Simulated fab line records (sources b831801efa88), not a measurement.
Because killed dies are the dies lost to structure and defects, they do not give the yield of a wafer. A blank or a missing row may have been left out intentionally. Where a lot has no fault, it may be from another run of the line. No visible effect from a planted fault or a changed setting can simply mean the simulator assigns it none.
The tool behind it: which one? + flow gf180mcu + route of 602 steps, sampled at 1 step: 6 lots, 18 wafers

== WHAT EACH GAUGE READ, for each wafer ==
GF_V1_OVL_MEAS_15.
| lot  | measured     | on         | V1_OVL (nm) |
|------|--------------|------------|-------------|
| L776 | day 18 23:46 | overlay-02 | -9 -6 -4    |
| L778 | day 19 16:59 | overlay-02 | -5 -9 -9    |
| L781 | day 20 19:31 | overlay-01 | -3 1 3      |
| L783 | day 21 13:16 | overlay-01 | 6 -1 3      |
| L785 | day 22 06:04 | overlay-01 | 5 1 -10     |
| L787 | day 22 23:10 | overlay-01 | -3 0 -3     |

== TOOL THAT RAN EACH LOT (tool first, then ch and the chambers of the sampled wafers, then the start) ==
No process step before these readings appears in the record.

== THE ANSWER, worked out from the rows above alone ==
Rule: the lots themselves supply what counts as usual. The widest of any qualifying gaps counts: lots, ordered by their means at a reading, are off when they make up no more than a third of the lots, leave a main group of 4 or more, and stand apart from it by 3 or more times the standard deviation of that group's means. Not used: any main group whose means are identical at the precision the tables above print for the reading. Also off: a lot with no number at a reading for which 4 or more lots have one. Any other lot the step has rows for is counted as sound.
None of the lots is off at any reading shown; this tells nothing.

== WHAT THE SIMULATOR PUT IN ==
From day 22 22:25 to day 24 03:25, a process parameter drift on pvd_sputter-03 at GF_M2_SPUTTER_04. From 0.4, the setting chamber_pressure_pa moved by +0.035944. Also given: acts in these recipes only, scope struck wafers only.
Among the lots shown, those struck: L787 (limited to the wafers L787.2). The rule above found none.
